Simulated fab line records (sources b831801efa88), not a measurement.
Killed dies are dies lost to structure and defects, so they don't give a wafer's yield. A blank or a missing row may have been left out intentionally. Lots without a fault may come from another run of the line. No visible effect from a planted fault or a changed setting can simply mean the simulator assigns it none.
Which tool is to blame? | flow gf180mcu | 6 lots, 18 wafers sampled, at 2 steps of a route of 602

WHAT THE GAUGES SHOWED, per wafer
GF_VT_IMPLANT_OVL_MEAS_18.
lot  | measured     | on         | VT_IMPLANT_01_OVL (nm)
L679 | day 6 12:14  | overlay-01 | -0.8 0.0 0.2
L681 | day 7 02:05  | overlay-01 | -0.7 -1.2 -1.8
L683 | day 7 16:59  | overlay-01 | -0.7 -0.9 -2.4
L685 | day 8 03:20  | overlay-01 | -2.2 -1.0 -3.2
L695 | day 10 19:23 | overlay-01 | 1.5 0.3 0.1
L701 | day 12 15:23 | overlay-01 | -1.4 0.3 -0.4

WHICH TOOL RAN EACH LOT (tool, then ch and the chambers of the sampled wafers, then the start)
lot  | GF_VT_IMPLANT_IMPLANT_08
L679 | implanter-04 ch 0, day 5 21:01
L681 | implanter-04 ch 0, day 6 11:23
L683 | implanter-01 ch 0, day 7 01:12
L685 | implanter-01 ch 0, day 7 10:36
L695 | implanter-02 ch 0, day 10 00:26
L701 | implanter-04 ch 0, day 11 19:38
- GF_VT_IMPLANT_IMPLANT_08

THE ANSWER, worked out from the rows above alone
Rule: usual is defined by the lots themselves. The widest of any qualifying gaps counts: lots, ordered by their means at a reading, are off when they make up no more than a third of the lots, leave a main group of 4 or more, and stand apart from it by 3 or more times the standard deviation of that group's means. The tables above print the reading to a certain number of digits; a main group whose means all agree to those digits is not used. Also off: a lot with no number at a reading for which 4 or more lots have one. The other lots that the step has rows for count as sound.
Across all readings shown, no lot is off: no conclusion can be drawn from this.

WHAT THE SIMULATOR HAD INSERTED
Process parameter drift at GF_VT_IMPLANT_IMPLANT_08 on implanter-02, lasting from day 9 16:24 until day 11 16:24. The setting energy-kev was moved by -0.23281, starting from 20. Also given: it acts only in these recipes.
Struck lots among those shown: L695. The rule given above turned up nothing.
